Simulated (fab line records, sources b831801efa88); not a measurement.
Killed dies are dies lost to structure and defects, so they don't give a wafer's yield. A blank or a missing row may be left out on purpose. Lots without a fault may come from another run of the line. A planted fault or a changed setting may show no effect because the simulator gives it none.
Problem report in the 8D (eight disciplines) form, filled by code | flow gf180mcu | the parts of the form that need people (team, actions taken, sign-off) are left out

1. THE PROBLEM
STI_CVD_03_THK at GF_STI_THK_MEAS_04 reads a mean of 162.9 nm on 6 wafers of 2 lots; wafers without a fault read 207.4 nm with a standard deviation of 2. That is -22 standard deviations from the usual mean.
First seen on wafer L684.1, day 4 02:38, on film_metro-03. The record holds 30 wafers of 10 lots with a number at this step. Rule for "out", or "out of limits": more than 4 standard deviations from the usual mean. The other wafers with a number count as sound.

2. WHAT IT IS AND WHAT IT IS NOT
question                    | is                           | is not
which readings at this step | STI_CVD_03_THK               | -
which lots                  | L684, L685                   | L672, L673, L674, L675, L676, L677, L690, L693
which wafers of those lots  | all that have a number       | -
read on which gauges        | film_metro-03, film_metro-04 | film_metro-02
when                        | from day 4 02:38             | up to then (18 sound wafers); but 6 sound wafers of L690, L693 came after

3. SUSPECTS, AND WHAT RULES EACH OUT
Counting: a tool at a process step up to the reading stays a suspect if it ran every lot that is out and no sound lot after the first of them.
- the gauge at GF_STI_THK_MEAS_04: ruled out. The wafers that are out were read on 2 gauges (film_metro-03, film_metro-04).
- lpcvd-02 at GF_STI_CVD_03 (deposits Si3N4 from DCS/NH3, target thk 207.16 nm, time 3551 s): kept. It ran every lot that is out, first L684 (day 4 00:40), and no sound lot after that; its last sound lot up to then is L677 (day 2 13:55).
Left after counting: lpcvd-02 at GF_STI_CVD_03.

4. THE CAUSE (what the simulator had put in)
Process parameter drift: lpcvd-02, from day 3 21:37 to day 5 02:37, at GF_STI_CVD_03. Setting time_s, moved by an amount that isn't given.
Counting left only this tool.

5. THE CHAIN OF EFFECTS, in route order
Each row: a reading whose mean over the struck wafers that have a number lies more than 3 standard deviations from the usual. Only readings for which the record gives a usual standard deviation are gone through. hours: the time from each lot's start at the first step in this table that gives one to its start at this step, as a median over the lots. sigmas: the change in usual standard deviations.
hours | step               | reading            | usual      | on struck wafers | change | sigmas
0     | GF_STI_THK_MEAS_04 | STI_CVD_03_THK     | 207.4 nm   | 162.9            | -44.5  | -22
14    | GF_STI_ETCH_13     | oes_product_au     | 0.833 a.u. | 0.734            | -0.099 | -15
14    | GF_STI_ETCH_13     | throttle_valve_pct | 8.811 %    | 8.781            | -0.030 | -3.3
The process steps in it:
- GF_STI_ETCH_13: etches the open film in CHF3/O2, stops on Si, target depth 282.31 nm, time 112.9 s.
Later measuring or inspecting steps at which every struck wafer that the step has a row for has a number for every such reading, and none has moved that far: GF_STI_THK_MEAS_24, GF_LVPWELL_OVL_MEAS_07.

6. WHAT WOULD HAVE CAUGHT IT SOONER
In this record the first reading out of limits at a measuring or inspecting step was taken at day 4 02:38, 5 hours after the fault began at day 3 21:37.
Of the tool readings at GF_STI_CVD_03 for which the record gives a usual standard deviation, none was out on any struck wafer, so an alarm limit of 4 standard deviations on them would not have fired.
Of the lots that are out (2), L685 began GF_STI_CVD_03 on lpcvd-02 after day 4 02:38. A hold on the tool at that time would have spared it.
